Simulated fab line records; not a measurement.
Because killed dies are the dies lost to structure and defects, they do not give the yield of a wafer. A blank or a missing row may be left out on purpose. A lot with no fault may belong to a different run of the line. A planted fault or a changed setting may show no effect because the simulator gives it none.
fab line records -- flow sky130 -- part 2 of 2: steps 43 to 43 of 43
[record] lots = 6, wafers = 18, last_day = 50
route steps=708 shown METAL1@442 VIA1@458 METAL2@483 PAD_OPEN@708
lots that met no fault: from a run of the same line without faults
start_h: start of the lot's first displayed wafer, in hours after the record's first day -- wait_h: time in hours since the lot's previous step -- " the same as in the row above -- L1.1+2: a row that stands for several wafers -- - no value, or no start was given -- * or withheld: withheld -- < > ~ a bound
route shown NAME@n: NAME is a module with steps in the file, n the number in the route of the first one -- usual: mean/standard deviation taken from wafers without a fault -- same: alike in all rows -- chamber/n: place in a boat -- sites: per-site readings -- _std_site: standard deviation across them -- _edge_site: the outer-site mean with the inner-site mean subtracted -- radius_mm: how far each site lies from the wafer's centre -- mask NAME#n: copy n -- behind: tool/chamber where the wafer was last shaped -- hold: what put the lot on hold/how long, in hours/how the hold closed -- device: transistor that didn't switch, given as n, p or np -- end of line: the tests these same wafers got at the end of their route -- for a step that has no rows: nothing shown but its recipe -- killed: dies lost to structure and defects at the first sort, not the wafer's yield -- map: per-die view of a wafer (x killed, . not killed, _ where there is no die)
set.NAME: the run value of the setting; set.NAME@STEP: its run value at that earlier step -- model.NAME: the simulator's own value behind a step, which no gauge read
certain route steps with their lots: each step a table, each wafer a row
services: when a tool's chamber went out of use (start_h, in hours from the record's first day, below 0 if earlier), for how many hours, and the reason
[[steps]]
[step SKY_PAD_OPEN_PROBE_99]
[usual] defect_limited_yield = 82.5/1.8, killed_at_M0_to_M3 = 43/5.9, killed_at_M4_up = 3.3/1.9, killed_at_contacts = 24/5.6, killed_at_front_end = 15/4.1, killed_at_other = 0.4/0.66, killed_dies = 86/9, killed_on_rim = 17/3.7, killed_open = 47/6.9, killed_short = 39/6.2, sort_bin_3_pad_short = 0.9/0.45, sort_bin_5_function = 10.3/1.4, sort_bin_6_memory = 6.3/1.2, sort_n_pass = 406/9, sort_yield_pct = 82.5/1.8
[same] gross_dies = 492, killed_at_back_side = 0, sort_bin_4_leakage[%] = 0, sort_bin_8_speed[%] = 0
lot.wafer,tool,chamber,start_h,wait_h,defect_limited_yield[%],killed_at_M0_to_M3,killed_at_M4_up,killed_at_contacts,killed_at_front_end,killed_at_other,killed_dies,killed_on_rim,killed_open,killed_short,sort_bin_3_pad_short[%],sort_bin_5_function[%],sort_bin_6_memory[%],sort_n_pass,sort_yield_pct[%],model.etest.tester.sort_n_pass,model.etest.tester.sort_yield_pct,model.etest.tester.sort_bin_5_pct,model.etest.tester.sort_bin_3_pct
L883.4,prober-02,-,1088.79,0.2,82.3,42,8,17,18,2,87,17,54,33,0,11.0,6.7,405,82.3,405,82.32,10.98,0
L883.5,prober-02,-,1088.84,0.2,85.2,48,1,17,7,0,73,16,43,30,1.2,9.3,4.3,419,85.2,419,85.16,9.35,1.22
L883.6,prober-02,-,1088.89,0.2,83.7,52,3,14,10,1,80,17,43,37,0.6,9.8,5.9,412,83.7,412,83.74,9.756,0.6098
L889.1,prober-02,-,1123.31,0.1,82.5,33,5,26,22,0,86,10,45,41,0.8,8.1,8.5,406,82.5,406,82.52,8.13,0.813
L889.4,prober-02,-,1123.46,0.2,81.5,42,6,24,19,0,91,21,53,38,1.0,10.4,7.1,401,81.5,401,81.5,10.37,1.016
L889.5,prober-02,-,1123.51,0.2,81.5,43,4,23,21,0,91,16,44,47,0.4,12.6,5.5,401,81.5,401,81.5,12.6,0.4065
L890.2,prober-01,-,1126.09,0.1,81.9,46,2,27,13,1,89,16,44,44,1.0,11.0,6.1,403,81.9,403,81.91,10.98,1.016
L890.4,prober-01,-,1126.19,0.2,82.3,41,3,32,11,0,87,15,48,39,0.6,10.4,6.7,405,82.3,405,82.32,10.37,0.6098
L890.5,prober-01,-,1126.24,0.2,82.7,48,3,19,14,1,85,13,44,41,1.4,9.6,6.3,407,82.7,407,82.72,9.553,1.423
L894.4,prober-01,-,1157.85,0.2,69.5,109,2,26,13,0,150,19,43,32,4.7,17.9,7.9,342,69.5,342,69.51,17.89,4.675
L894.5,prober-01,-,1157.90,0.2,81.5,39,3,23,25,1,91,18,56,33,1.2,10.0,7.3,401,81.5,401,81.5,9.959,1.22
L894.6,prober-01,-,1157.95,0.2,69.5,104,0,30,15,1,150,19,39,45,5.5,17.7,7.3,342,69.5,342,69.51,17.68,5.488
L896.2,prober-01,-,1167.92,0.1,81.3,46,6,25,15,0,92,21,48,44,0.6,11.0,7.1,400,81.3,400,81.3,10.98,0.6098
L896.3,prober-01,-,1167.97,0.2,68.1,109,0,31,17,0,157,20,52,38,4.9,19.1,7.9,335,68.1,335,68.09,19.11,4.878
L896.4,prober-01,-,1168.02,0.2,81.7,37,8,32,13,0,90,18,46,44,0.6,11.0,6.7,402,81.7,402,81.71,10.98,0.6098
L901.2,prober-02,-,1199.26,0.1,83.1,31,5,24,23,0,83,10,39,44,1.4,9.8,5.7,409,83.1,409,83.13,9.756,1.423
L901.3,prober-02,-,1199.31,0.2,86.0,37,4,14,13,1,69,13,36,33,1.2,8.5,4.3,423,86.0,423,85.98,8.537,1.22
L901.6,prober-02,-,1199.46,0.2,85.6,37,4,21,9,0,71,11,42,29,0.6,9.3,4.5,421,85.6,421,85.57,9.35,0.6098
// killed by level:class
L883.4 VIA2:geometric_particle:open=9 VIA1:geometric_particle:open=8 LI_CONTACT:geometric_particle:open=7 VIA3:geometric_particle:open=7 FIELD_ISO:geometric_particle:open=6 POLY_GATE:geometric_particle:open=5 CONTACT:geometric_particle:open=5 METAL4:geometric_particle:short=5
L883.5 VIA3:geometric_particle:open=13 METAL1:geometric_particle:short=8 VIA1:geometric_particle:open=8 CONTACT:geometric_particle:open=6 LI_CONTACT:geometric_particle:open=4 METAL2:geometric_particle:short=4 VIA2:geometric_particle:short=3 CONTACT:geometric_particle:short=3
L883.6 VIA1:geometric_particle:open=15 VIA2:geometric_particle:open=8 METAL2:geometric_particle:short=6 VIA3:geometric_particle:open=6 FIELD_ISO:geometric_particle:short=4 CONTACT:geometric_particle:short=4 METAL1:geometric_particle:short=4 VIA2:geometric_particle:short=4
L889.1 CONTACT:geometric_particle:open=12 POLY_GATE:geometric_particle:open=7 POLY_GATE:geometric_particle:short=5 METAL1:geometric_particle:short=5 VIA1:geometric_particle:open=5 VIA1:geometric_particle:short=5 VIA3:geometric_particle:open=5 FIELD_ISO:geometric_particle:short=4
L889.4 VIA1:geometric_particle:open=10 VIA2:geometric_particle:open=8 LI_CONTACT:geometric_particle:open=8 FIELD_ISO:geometric_particle:short=7 POLY_GATE:geometric_particle:open=7 CONTACT:geometric_particle:open=7 LOCAL_INTERCONNECT:geometric_particle:short=5 VIA3:geometric_particle:open=5
L889.5 VIA1:geometric_particle:open=11 FIELD_ISO:geometric_particle:short=10 CONTACT:geometric_particle:open=10 VIA3:geometric_particle:open=7 VIA2:geometric_particle:open=6 CONTACT:geometric_particle:short=6 METAL2:geometric_particle:short=5 VIA1:geometric_particle:short=5
L890.2 LI_CONTACT:geometric_particle:open=8 CONTACT:geometric_particle:short=8 CONTACT:geometric_particle:open=8 METAL2:geometric_particle:short=8 VIA1:geometric_particle:open=7 METAL1:geometric_particle:short=7 FIELD_ISO:geometric_particle:open=4 VIA3:geometric_particle:open=4
L890.4 CONTACT:geometric_particle:open=14 CONTACT:geometric_particle:short=9 VIA2:geometric_particle:open=8 VIA1:geometric_particle:open=8 METAL2:geometric_particle:short=5 POLY_GATE:geometric_particle:short=4 LI_CONTACT:geometric_particle:open=4 METAL3:geometric_particle:short=4
L890.5 VIA1:geometric_particle:open=12 METAL2:geometric_particle:short=8 CONTACT:geometric_particle:open=7 METAL1:geometric_particle:short=6 CONTACT:geometric_particle:short=6 VIA2:geometric_particle:open=6 METAL2:geometric_particle:open=5 LOCAL_INTERCONNECT:geometric_particle:short=4
L894.4 METAL1:unspecified=74 VIA1:geometric_particle:open=13 CONTACT:geometric_particle:open=12 VIA3:geometric_particle:open=6 POLY_GATE:geometric_particle:short=5 VIA2:geometric_particle:short=5 FIELD_ISO:geometric_particle:short=4 LI_CONTACT:geometric_particle:open=4
L894.5 VIA1:geometric_particle:open=13 FIELD_ISO:geometric_particle:open=10 CONTACT:geometric_particle:open=10 LI_CONTACT:geometric_particle:open=7 VIA1:geometric_particle:short=7 POLY_GATE:geometric_particle:open=6 FIELD_ISO:geometric_particle:short=5 VIA3:geometric_particle:open=5
L894.6 METAL1:unspecified=66 CONTACT:geometric_particle:open=14 VIA1:geometric_particle:short=12 CONTACT:geometric_particle:short=8 VIA1:geometric_particle:open=7 POLY_GATE:geometric_particle:short=5 LI_CONTACT:geometric_particle:open=5 FIELD_ISO:geometric_particle:open=4
L896.2 VIA1:geometric_particle:open=11 CONTACT:geometric_particle:open=9 VIA3:geometric_particle:open=7 LI_CONTACT:geometric_particle:open=6 POLY_GATE:geometric_particle:short=6 METAL4:geometric_particle:short=6 LOCAL_INTERCONNECT:geometric_particle:short=5 METAL1:geometric_particle:short=5
L896.3 METAL1:unspecified=67 LI_CONTACT:geometric_particle:open=9 CONTACT:geometric_particle:open=9 VIA1:geometric_particle:short=8 VIA2:geometric_particle:open=8 VIA1:geometric_particle:open=7 VIA2:geometric_particle:short=5 POLY_GATE:geometric_particle:short=4
L896.4 CONTACT:geometric_particle:open=14 LI_CONTACT:geometric_particle:open=8 METAL2:geometric_particle:short=7 VIA1:geometric_particle:open=7 POLY_GATE:geometric_particle:short=6 METAL4:geometric_particle:short=6 CONTACT:geometric_particle:short=5 VIA3:geometric_particle:open=5
L901.2 LI_CONTACT:geometric_particle:open=9 FIELD_ISO:geometric_particle:short=6 VIA1:geometric_particle:open=6 CONTACT:geometric_particle:open=6 FIELD_ISO:geometric_particle:open=5 METAL4:geometric_particle:short=5 METAL1:geometric_particle:short=5 VIA1:geometric_particle:short=5
L901.3 VIA1:geometric_particle:open=9 METAL2:geometric_particle:short=6 VIA2:geometric_particle:open=5 VIA3:geometric_particle:open=5 METAL4:geometric_particle:short=4 CONTACT:geometric_particle:open=4 VIA1:geometric_particle:short=4 POLY_GATE:geometric_particle:open=3
L901.6 VIA2:geometric_particle:open=9 CONTACT:geometric_particle:open=8 VIA1:geometric_particle:open=6 METAL2:geometric_particle:short=5 LI_CONTACT:geometric_particle:open=4 LOCAL_INTERCONNECT:geometric_particle:short=4 CONTACT:geometric_particle:short=4 VIA2:geometric_particle:short=4
// map L894.4 (x killed, . not)
__________....xx...._________
________.............._______
______..x...xxx....x...._____
_____.x.x..x.............____
____.......x..............___
___...x..x........x........__
__x......x......xx..x......._
_........x.xxxx........x..xx.
_xx..x...xxxxxxxxx...x..xx...
_xxx.x..xxxxxxxxxxx..........
_........xxxxxxxxxxxx........
_..x...xxxxxxxxxxxxx........x
_..x....xxxxxxxxx.xx.........
_.....xx.xxxxxxxxx..........x
_.....x..xx.xxxxx..x.........
__...x....x.xxxxx.....x.x..._
___.xx...xx...xx.x.....x...__
____.......x..xx..........___
_____x......x.....xx.....____
______.x.x.......x...x.._____
________.x...........x_______
__________x.x...x..._________
// map L896.3 (x killed, . not)
__________.....x...._________
________.....x........_______
______.x....x.xx.....xx._____
_____.....x...xx.....x...____
____......xx..x.....x..x..___
___......x....x.x.......x.x__
__....x.................x..._
_x.x.x.....xxxxx.........x..x
_x.......xxx.xxxx....x......x
_....x.xxxxxxxxxxxx..........
_.x.x..x.xxxxxxxxxxx..x..x...
_..x..x.xxxxxxxxxxx.x..xx..x.
_.....x...xxxxxxxxx........x.
_x.x...xxxxxxxxxxxx....xxx...
_....x...xxxxxxxx..x...x.....
__.xxx...xx...xxxx......x..x_
___...x....................__
____x.......x..x..........___
_____x.x..........x.x....____
______.x.x......xx....x._____
________...........xx._______
__________.x.x......_________
[[services]]
tool,chamber,start_h,hours,kind
cmp-02,-,769.08,4.0,repair
pvd_sputter-01,-,783.47,75.5,repair
pvd_sputter-02,-,791.30,2.0,repair
pvd_sputter-03,-,791.32,2.4,repair
pvd_sputter-01,-,793.56,13.3,repair
cmp-02,-,803.72,0.6,repair
rie_metal-02,1,808.47,-,clean
rie_metal-02,1,808.47,19.3,scheduled_down
plasma_asher-01,-,819.06,0.9,repair
pvd_sputter-01,-,831.63,4.3,repair
plasma_asher-01,-,837.06,2.1,repair
pvd_sputter-01,-,840.94,0.5,repair
rie_metal-03,1,847.57,4.1,repair
pvd_sputter-03,-,855.91,0.9,repair
pvd_sputter-04,-,889.97,1.9,repair
rie_metal-03,0,891.24,5.5,repair
rie_metal-02,-,899.17,2.8,pm
pvd_sputter-02,-,899.78,9.3,repair
cmp-02,-,912.02,4.0,pm
cmp-01,-,923.74,1.1,repair
cmp-01,-,925.22,0.6,repair
pvd_sputter-04,-,950.55,2.1,repair
cmp-02,-,952.55,3.2,repair
plasma_asher-01,-,958.02,2.6,repair
[[key]]
[first_sign] step = SKY_PAD_OPEN_PROBE_99, reading = killed_at_M0_to_M3, direction = up, sigmas = 11, usual = 43, struck = 107
[effect] step = SKY_PAD_OPEN_PROBE_99, reading = sort_bin_3_pad_short, direction = up, sigmas = 9.1, usual = 0.9, struck = 5.0
[model_effect] step = SKY_PAD_OPEN_PROBE_99, value = etest.tester.sort_n_pass, without = 399.3, struck = 339.7
met_at SKY_METAL1_STRIP_20
struck_wafers L894.4,L894.6,L896.3
onset_between 829.96 875.49
[fault] kind = chamber_particle_source, tool = plasma_asher-01, chamber = 0, onset_h = 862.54, steps = SKY_METAL1_STRIP_20, rate_per_visit_cm2 = 1.5819, end_h = 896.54
